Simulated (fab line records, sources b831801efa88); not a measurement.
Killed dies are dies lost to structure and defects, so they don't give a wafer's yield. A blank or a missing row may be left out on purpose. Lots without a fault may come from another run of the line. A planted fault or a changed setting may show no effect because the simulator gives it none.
Tool commonality check | flow gf180mcu | 13 lots, 39 wafers sampled

WHY IT WAS OPENED
At GF_VT_IMPLANT_TW_MEAS_43 the reading VT_IMPLANT_4_TW is flagged on 2 of 13 lots. Wafers without a fault read 691, standard deviation 6.8.
Rule: a lot is flagged when every wafer of it that has a number lies more than 4 standard deviations from that mean, or none has a number. The other lots count as sound.

lot  | measured     | on            | VT_IMPLANT_4_TW, wafer by wafer | flag
L310 | day 7 19:12  | film_metro-01 | 695 697 697                     |
L311 | day 8 02:31  | film_metro-03 | 698 698 698                     |
L312 | day 8 10:22  | film_metro-02 | 685 687 684                     |
L316 | day 9 12:55  | film_metro-01 | 695 695 696                     |
L317 | day 9 19:48  | film_metro-03 | 658 658 655                     | FLAGGED
L318 | day 10 01:01 | film_metro-01 | 694 694 692                     |
L319 | day 10 08:20 | film_metro-03 | 658 656 655                     | FLAGGED
L326 | day 12 07:23 | film_metro-01 | 692 692 694                     |
L327 | day 12 14:10 | film_metro-02 | 684 681 685                     |
L328 | day 12 21:37 | film_metro-02 | 681 680 686                     |
L329 | day 13 04:01 | film_metro-03 | 694 694 696                     |
L330 | day 13 11:55 | film_metro-02 | 686 686 683                     |
L332 | day 14 00:35 | film_metro-02 | 690 691 688                     |
The numbers of the flagged lots are 657 on average: -34 against the usual, or -5 standard deviations.

WHICH TOOL RAN EACH LOT
The record holds 1 process step before the reading, out of a route of 602 steps. In each cell: the tool, then ch and the chambers that the sampled wafers went through, then the start.
lot  | flag    | GF_VT_IMPLANT_IMPLANT_41
L310 |         | implanter-04 ch 0, day 7 18:57
L311 |         | implanter-04 ch 0, day 8 02:16
L312 |         | implanter-04 ch 0, day 8 10:07
L316 |         | implanter-03 ch 0, day 9 12:40
L317 | FLAGGED | implanter-03 ch 0, day 9 19:34
L318 |         | implanter-04 ch 0, day 10 00:46
L319 | FLAGGED | implanter-03 ch 0, day 10 08:05
L326 |         | implanter-04 ch 0, day 12 07:08
L327 |         | implanter-02 ch 0, day 12 13:56
L328 |         | implanter-04 ch 0, day 12 21:23
L329 |         | implanter-03 ch 0, day 13 03:49
L330 |         | implanter-04 ch 0, day 13 11:40
L332 |         | implanter-02 ch 0, day 14 00:20
What these steps do:
- GF_VT_IMPLANT_IMPLANT_41
- GF_VT_IMPLANT_TW_MEAS_43

FLAGGED OVER TOTAL, TOOL BY TOOL (the gauges that took the reading come last)
step                     | tool          | lots run | flagged | share of the flagged lots | sound lots run after its first flagged lot
GF_VT_IMPLANT_IMPLANT_41 | implanter-02  | 2        | 0       | none                      | -
GF_VT_IMPLANT_IMPLANT_41 | implanter-03  | 4        | 2       | all                       | 1 (L329)
GF_VT_IMPLANT_IMPLANT_41 | implanter-04  | 7        | 0       | none                      | -
GF_VT_IMPLANT_TW_MEAS_43 | film_metro-01 | 4        | 0       | none                      | -
GF_VT_IMPLANT_TW_MEAS_43 | film_metro-02 | 5        | 0       | none                      | -
GF_VT_IMPLANT_TW_MEAS_43 | film_metro-03 | 4        | 2       | all                       | 1 (L329)

WHAT THE TABLE ALLOWS
2 rows of the table ran every flagged lot: implanter-03 at GF_VT_IMPLANT_IMPLANT_41, film_metro-03 at GF_VT_IMPLANT_TW_MEAS_43.
- implanter-03 at GF_VT_IMPLANT_IMPLANT_41: 2 of its 4 lots flagged. Sound lots ran on it after the first flagged one (L329), which a lasting fault on the whole tool wouldn't allow. Its own readings lie more than 4 standard deviations out on every wafer of the flagged lots: dose_ions_cm2, faraday_current_uA.
- film_metro-03 at GF_VT_IMPLANT_TW_MEAS_43: 2 of its 4 lots flagged. Sound lots ran on it after the first flagged one (L329), which a lasting fault on the whole tool wouldn't allow.
No row of the table ran every flagged lot and no sound lot after the first.

WHAT THE SIMULATOR HAD PUT IN
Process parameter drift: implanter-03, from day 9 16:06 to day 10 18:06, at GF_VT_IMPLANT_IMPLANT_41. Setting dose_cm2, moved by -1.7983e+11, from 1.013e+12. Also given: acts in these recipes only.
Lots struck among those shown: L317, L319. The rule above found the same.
